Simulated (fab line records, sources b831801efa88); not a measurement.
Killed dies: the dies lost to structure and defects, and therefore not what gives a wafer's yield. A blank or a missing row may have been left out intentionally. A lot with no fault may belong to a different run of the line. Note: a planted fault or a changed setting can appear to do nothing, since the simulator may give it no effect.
Problem report in the 8D (eight disciplines) form, filled by code -- flow gf180mcu -- the parts of the form that need people (team, actions taken, sign-off) are left out

1. THE PROBLEM
POLY_GATE_CVD_00_THK at GF_POLY_GATE_THK_MEAS_01 reads a mean of 251.8 nm on 3 wafers of 1 lot; wafers without a fault read 199.7 nm with a standard deviation of 2.2. That puts it +24 standard deviations away from the usual mean.
First observed at day 11 04:46: wafer L211.2, on filmMetro-03. Wafers with a number at this step in the record: 39, from 13 lots. The rule behind "out" and "out of limits": a value lying over 4 standard deviations away from the usual mean. All remaining wafers that have a number are taken as sound.

2. WHAT IT IS, AND WHAT IT ISN'T
question,is,is not
which readings at this step,POLY_GATE_CVD_00_THK,-
which lots,L211,"L202, L204, L205, L207, L208, L210, L219, L221, L222, L223, L224, L225"
which wafers of those lots,all that have a number,-
read on which gauges,filmMetro-03,"filmMetro-02, filmMetro-04"
when,from day 11 04:46,"up to then (18 sound wafers); but 18 sound wafers of L219, L221, L222, L223, L224, L225 came after"

3. SUSPECTS, AND WHAT RULES EACH OUT
Counting: a tool at any process step up to the reading remains a suspect when it ran all the lots that are out and ran no sound lot after the first of those.
- the gauge at GF_POLY_GATE_THK_MEAS_01: ruled out. All the wafers that are out were read on filmMetro-03, but those of them that GF_POLY_GATE_CVD_00 has rows for are out there too, on other tools.
- lpcvd-02 at GF_POLY_GATE_CVD_00 (deposits poly-Si, target thk 200 nm, time 1200 s): ruled out as a lasting fault. After its first lot that is out, L211 (day 11 03:25), sound lots L221, L224 ran on it.
Left after counting: nothing in the record.

4. THE CAUSE (what the simulator had put in)
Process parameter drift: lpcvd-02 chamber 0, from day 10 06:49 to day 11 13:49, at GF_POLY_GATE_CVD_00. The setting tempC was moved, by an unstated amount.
It was ruled out by counting, in error; the rule expects a fault to strike all lots run on its tool from its start on, and this fault did not.

5. THE EFFECT CHAIN, in route order
Each row: a reading where the mean over the struck wafers with a number is more than 3 standard deviations away from the usual. Readings are gone through only where the record gives a usual standard deviation; hours: the median, over the lots, of the time from a lot's start at the first step in this table giving one to that lot's start at this step; sigmas: the change measured in usual standard deviations.
hours,step,reading,usual,on struck wafers,change,sigmas
0,GF_POLY_GATE_CVD_00,spikeTcBottomC,638.7 C,650.8,+12.1,+7.5
0,GF_POLY_GATE_CVD_00,spikeTcCentreC,620.2 C,630.4,+10.2,+8.5
0,GF_POLY_GATE_CVD_00,spikeTcLowerC,620.3 C,629.2,+8.9,+6.8
0,GF_POLY_GATE_CVD_00,spikeTcTopC,637.8 C,647.8,+10.0,+7.1
0,GF_POLY_GATE_CVD_00,spikeTcUpperC,619.7 C,629.7,+10.0,+7.7
0,GF_POLY_GATE_CVD_00,susceptorTempC,620.02 C,629.97,+9.95,+36
0,GF_POLY_GATE_CVD_00,zonePowerLowerPct,9.28 %,9.67,+0.39,+3.6
1,GF_POLY_GATE_THK_MEAS_01,POLY_GATE_CVD_00_THK,199.7 nm,251.8,+52.1,+24
The process steps in it:
- GF_POLY_GATE_CVD_00: deposits poly-Si, target thk 200 nm, time 1200 s.
Later measuring or inspecting steps at which every struck wafer that the step has a row for has a number for every such reading, and none has moved that far: GF_POLY_GATE_OVL_MEAS_11, GF_HV_LDD_TW_MEAS_23.

6. WHAT WOULD HAVE CAUGHT IT SOONER
In this record the first reading out of limits at a measuring or inspecting step was taken at day 11 04:46, 22 hours after the fault began at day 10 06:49.
At GF_POLY_GATE_CVD_00, the tool's own readings (spikeTcBottomC, spikeTcCentreC, spikeTcLowerC, spikeTcTopC, spikeTcUpperC, susceptorTempC) were out on each struck wafer the step has a row for, so an alarm limit on them would have fired on the first such wafer.
